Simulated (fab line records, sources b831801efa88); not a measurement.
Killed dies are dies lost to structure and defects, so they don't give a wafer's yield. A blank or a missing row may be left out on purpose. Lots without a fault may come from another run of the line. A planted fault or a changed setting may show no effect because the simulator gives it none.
Which tool did it? | flow sky130 | 11 lots, 33 wafers sampled, at 3 steps of a route of 708

WHAT THE GAUGES READ, wafer by wafer
SKY_SONOS_ONO_OVL_MEAS_14. Usual: SONOS_ONO_OVL -0.1 nm, standard deviation 1.4.
lot  | measured     | on         | SONOS_ONO_OVL (nm) | flag
L724 | day 12 06:55 | overlay-01 | 0.0 1.7 3.0        |
L725 | day 12 11:17 | overlay-01 | -1.0 -1.6 -1.0     |
L727 | day 13 03:55 | overlay-02 | 0.1 0.5 0.4        |
L728 | day 13 11:57 | overlay-02 | 0.1 -1.2 1.1       |
L731 | day 14 17:25 | overlay-01 | -2.7 -1.4 -1.7     |
L734 | day 15 18:54 | overlay-01 | -0.6 1.1 0.1       |
L735 | day 16 06:13 | overlay-01 | 0.5 -1.3 -0.6      |
L737 | day 16 21:24 | overlay-02 | 0.2 -1.0 -1.0      |
L738 | day 17 12:26 | overlay-01 | 0.5 -0.3 -0.3      |
L743 | day 20 21:30 | overlay-01 | 0.2 1.4 1.5        |
L747 | day 21 01:24 | overlay-01 | 0.6 0.5 1.6        |

SKY_POLY_GATE_THK_MEAS_01. Usual: POLY_GATE_CVD_00_THK 180.7 nm, standard deviation 1.3.
lot  | measured     | on            | POLY_GATE_CVD_00_THK (nm) | flag
L724 | day 13 13:36 | film_metro-04 | 181.3 182.1 181.6         |
L725 | day 13 17:58 | film_metro-02 | 182.5 182.7 183.3         |
L727 | day 14 10:56 | film_metro-04 | 179.4 179.0 179.1         |
L728 | day 14 20:36 | film_metro-01 | 179.7 180.3 179.8         |
L731 | day 16 03:14 | film_metro-02 | 179.9 181.1 181.6         |
L734 | day 17 05:34 | film_metro-01 | 181.7 181.7 182.3         |
L735 | day 17 19:39 | film_metro-02 | 180.6 183.2 181.8         |
L737 | day 18 07:55 | film_metro-02 | 160.2 161.0 162.8         | OFF
L738 | day 18 23:39 | film_metro-04 | 161.4 162.5 161.4         | OFF
L743 | day 22 09:04 | film_metro-02 | 179.8 178.8 179.6         |
L747 | day 22 13:04 | film_metro-01 | 179.6 179.4 179.6         |

WHICH TOOL RAN EACH LOT (tool, then ch and the chambers of the sampled wafers, then the start)
lot  | SKY_POLY_GATE_CVD_00
L724 | lpcvd-01 ch 1, day 13 12:24
L725 | lpcvd-01 ch 1, day 13 16:44
L727 | lpcvd-01 ch 1, day 14 09:43
L728 | lpcvd-01 ch 0, day 14 19:24
L731 | lpcvd-01 ch 1, day 16 02:01
L734 | lpcvd-01 ch 1, day 17 04:22
L735 | lpcvd-01 ch 0, day 17 18:26
L737 | lpcvd-01 ch 0, day 18 06:43
L738 | lpcvd-01 ch 0, day 18 22:25
L743 | lpcvd-01 ch 1, day 22 07:52
L747 | lpcvd-01 ch 1, day 22 11:52
- SKY_POLY_GATE_CVD_00: deposits poly-Si, target thk 180 nm, time 720 s.

WHAT THE TOOLS THEMSELVES READ (means of the sampled wafers that have a number; where no wafer has one, the mark that the record gives instead)
SKY_POLY_GATE_CVD_00. Usual: zone_power_top_pct 19.3 %, standard deviation 0.64.
lot  | tool     | zone_power_top_pct (%) | flag
L724 | lpcvd-01 | 18.7                   |
L725 | lpcvd-01 | 18.7                   |
L727 | lpcvd-01 | 18.5                   |
L728 | lpcvd-01 | 19.8                   |
L731 | lpcvd-01 | 18.9                   |
L734 | lpcvd-01 | 18.7                   |
L735 | lpcvd-01 | 20.2                   |
L737 | lpcvd-01 | 19.9                   |
L738 | lpcvd-01 | 19.9                   |
L743 | lpcvd-01 | 18.5                   |
L747 | lpcvd-01 | 18.8                   |

THE ANSWER, worked out from the rows above alone
Rule: a lot is off if the mean of its wafers that have a number lies more than 3 standard deviations from the usual mean. A lot without any number at a reading at which 4 lots or more have one is off too. The other lots that the step has rows for count as sound. The gauges are gone through in route order, then the tools' own readings, and for those a lot's mean is taken as printed above. The first step at which some lot is off is used, and at that step the reading that is off furthest; a lot without a number counts as furthest.
Off: L737, L738, at SKY_POLY_GATE_THK_MEAS_01 (POLY_GATE_CVD_00_THK).
A tool fits if, at a process step before that reading, it ran every lot that is off, and no sound lot after the first of them. The gauges at SKY_POLY_GATE_THK_MEAS_01 are tried like those tools. None of those tried fits.

WHAT THE SIMULATOR HAD PUT IN
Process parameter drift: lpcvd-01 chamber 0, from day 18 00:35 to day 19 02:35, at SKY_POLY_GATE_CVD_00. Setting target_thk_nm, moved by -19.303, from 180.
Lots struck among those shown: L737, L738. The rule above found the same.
